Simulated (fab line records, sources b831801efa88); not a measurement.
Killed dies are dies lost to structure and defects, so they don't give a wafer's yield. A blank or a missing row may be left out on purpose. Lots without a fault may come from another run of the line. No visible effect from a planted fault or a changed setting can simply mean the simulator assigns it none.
Check of tool commonality :: flow gf180mcu :: Lots sampled 14, wafers sampled 42

== WHY IT WAS OPENED ==
2 of 14 lots carry a flag on the reading HV_LDD_3_TW at GF_HV_LDD_TW_MEAS_38. Wafers without a fault read 1440, standard deviation 17.
Rule: a lot is flagged in two cases, either no wafer of it has a number, or all its wafers with numbers fall more than 4 standard deviations from that mean. All remaining lots are regarded as sound.

lot: L799
measured: day 11 17:26
on: film_metro-03
HV_LDD_3_TW, wafer by wafer: 1423 1418 1417
flag: 

lot: L801
measured: day 12 04:50
on: film_metro-03
HV_LDD_3_TW, wafer by wafer: 1429 1433 1428
flag: 

lot: L805
measured: day 13 16:50
on: film_metro-02
HV_LDD_3_TW, wafer by wafer: 1463 1473 1459
flag: 

lot: L806
measured: day 13 21:03
on: film_metro-03
HV_LDD_3_TW, wafer by wafer: 1424 1419 1421
flag: 

lot: L809
measured: day 14 20:05
on: film_metro-04
HV_LDD_3_TW, wafer by wafer: 1304 1300 1303
flag: FLAGGED

lot: L810
measured: day 15 01:28
on: film_metro-02
HV_LDD_3_TW, wafer by wafer: 1348 1332 1334
flag: FLAGGED

lot: L811
measured: day 15 17:11
on: film_metro-04
HV_LDD_3_TW, wafer by wafer: 1438 1436 1438
flag: 

lot: L812
measured: day 15 21:43
on: film_metro-02
HV_LDD_3_TW, wafer by wafer: 1474 1461 1468
flag: 

lot: L814
measured: day 16 12:54
on: film_metro-04
HV_LDD_3_TW, wafer by wafer: 1444 1440 1452
flag: 

lot: L815
measured: day 16 19:38
on: film_metro-04
HV_LDD_3_TW, wafer by wafer: 1435 1428 1437
flag: 

lot: L816
measured: day 17 00:14
on: film_metro-02
HV_LDD_3_TW, wafer by wafer: 1456 1465 1470
flag: 

lot: L819
measured: day 18 01:41
on: film_metro-02
HV_LDD_3_TW, wafer by wafer: 1461 1467 1465
flag: 

lot: L820
measured: day 18 11:09
on: film_metro-03
HV_LDD_3_TW, wafer by wafer: 1423 1427 1421
flag: 

lot: L821
measured: day 18 22:36
on: film_metro-04
HV_LDD_3_TW, wafer by wafer: 1438 1443 1442
flag: 
The mean of the flagged lots' numbers is 1320, -120 from the usual (-7 standard deviations).

== WHICH TOOL RAN EACH LOT ==
The record holds 1 process step before the reading, out of a route of 602 steps. Each cell gives the tool, then ch followed by the chambers the sampled wafers passed through, then the start.
lot: L799
flag: 
GF_HV_LDD_IMPLANT_35: implanter-02 ch 0, day 11 17:02

lot: L801
flag: 
GF_HV_LDD_IMPLANT_35: implanter-04 ch 0, day 12 04:26

lot: L805
flag: 
GF_HV_LDD_IMPLANT_35: implanter-04 ch 0, day 13 16:28

lot: L806
flag: 
GF_HV_LDD_IMPLANT_35: implanter-02 ch 0, day 13 20:41

lot: L809
flag: FLAGGED
GF_HV_LDD_IMPLANT_35: implanter-01, day 14 19:43

lot: L810
flag: FLAGGED
GF_HV_LDD_IMPLANT_35: implanter-02, day 15 01:05

lot: L811
flag: 
GF_HV_LDD_IMPLANT_35: implanter-01 ch 0, day 15 16:48

lot: L812
flag: 
GF_HV_LDD_IMPLANT_35: implanter-01 ch 0, day 15 21:19

lot: L814
flag: 
GF_HV_LDD_IMPLANT_35: implanter-02 ch 0, day 16 12:32

lot: L815
flag: 
GF_HV_LDD_IMPLANT_35: implanter-02 ch 0, day 16 19:14

lot: L816
flag: 
GF_HV_LDD_IMPLANT_35: implanter-01 ch 0, day 16 23:47

lot: L819
flag: 
GF_HV_LDD_IMPLANT_35: implanter-02 ch 0, day 18 01:17

lot: L820
flag: 
GF_HV_LDD_IMPLANT_35: implanter-01 ch 0, day 18 10:47

lot: L821
flag: 
GF_HV_LDD_IMPLANT_35: implanter-01 ch 0, day 18 22:14
What these steps do:
- GF_HV_LDD_IMPLANT_35
- GF_HV_LDD_TW_MEAS_38

== FLAGGED AGAINST TOTAL, ONE TOOL AT A TIME (gauges that did the reading follow at the end) ==
step: GF_HV_LDD_IMPLANT_35
tool: implanter-01
lots run: 6
flagged: 1
share of the flagged lots: some
sound lots run after its first flagged lot: 5 (L811,L812,L816,L820,L821)

step: GF_HV_LDD_IMPLANT_35
tool: implanter-02
lots run: 6
flagged: 1
share of the flagged lots: some
sound lots run after its first flagged lot: 3 (L814,L815,L819)

step: GF_HV_LDD_IMPLANT_35
tool: implanter-04
lots run: 2
flagged: 0
share of the flagged lots: none
sound lots run after its first flagged lot: -

step: GF_HV_LDD_TW_MEAS_38
tool: film_metro-02
lots run: 5
flagged: 1
share of the flagged lots: some
sound lots run after its first flagged lot: 3 (L812,L816,L819)

step: GF_HV_LDD_TW_MEAS_38
tool: film_metro-03
lots run: 4
flagged: 0
share of the flagged lots: none
sound lots run after its first flagged lot: -

step: GF_HV_LDD_TW_MEAS_38
tool: film_metro-04
lots run: 5
flagged: 1
share of the flagged lots: some
sound lots run after its first flagged lot: 4 (L811,L814,L815,L821)

== WHAT IS ALLOWED BY THE TABLE ==
No row of the table ran every flagged lot.

== WHAT THE SIMULATOR HAD INSERTED ==
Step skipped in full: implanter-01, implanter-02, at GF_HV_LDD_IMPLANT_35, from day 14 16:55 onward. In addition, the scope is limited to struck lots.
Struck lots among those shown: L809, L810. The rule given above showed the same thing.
